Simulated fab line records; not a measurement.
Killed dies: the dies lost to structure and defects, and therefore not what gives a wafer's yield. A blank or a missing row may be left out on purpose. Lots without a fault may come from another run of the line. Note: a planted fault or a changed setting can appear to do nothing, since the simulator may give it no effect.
Chamber matching ; flow sky130 ; 4 sister chambers for SKY_FIELD_ISO_ETCH_14 on rieDiel-03
The step etches BARC in N2/H2, stops on SiO2, time 45.9 s, target depth 60 nm. 8 wafers are shown with their chamber, then 7 later ones without.

WAFERS PAIRED WITH THEIR CHAMBERS
wafer;chamber;drypumpMotorCurrentA (A);runLengthS (s)
L725.1;0;6.1;73.3
L730.1;3;6.0;74.0
L730.5;2;5.2;74.4
L740.2;1;5.8;73.5
L740.5;1;5.8;73.8
L740.6;0;6.0;73.4
L741.2;2;5.2;74.4
L741.4;3;6.0;74.0

WAFERS WHOSE CHAMBER IS MISSING
wafer;drypumpMotorCurrentA (A);runLengthS (s)
L741.6;6.0;74.5
L742.1;6.1;73.3
L742.4;5.2;74.5
L742.5;6.1;73.5
L747.1;5.8;73.7
L747.3;6.1;73.2
L747.4;6.0;74.1

CHAMBER TAKEN BY EACH
wafer;from the rows above;in truth
L741.6;3;3
L742.1;0;0
L742.4;2;2
L742.5;0;0
L747.1;1;1
L747.3;0;0
L747.4;3;3
Correct placement for 7 of the 7. Number that these rows cannot place: 0. Number placed wrongly: 0.
How it was worked out, from the rows above alone: a wafer's distance from a chamber is the root of the sum, over the readings, of the square of ((its reading less the chamber's mean) divided by the reading's scatter). The wafer belongs to the nearest chamber; if the next one is less than 2 further off, it can't be placed. Each chamber's mean is taken over the wafers shown for it. How the scatter is found: for the shown wafers, subtract from each reading the mean of its chamber, square and add these, divide the total by (wafers less chambers), then take the root.
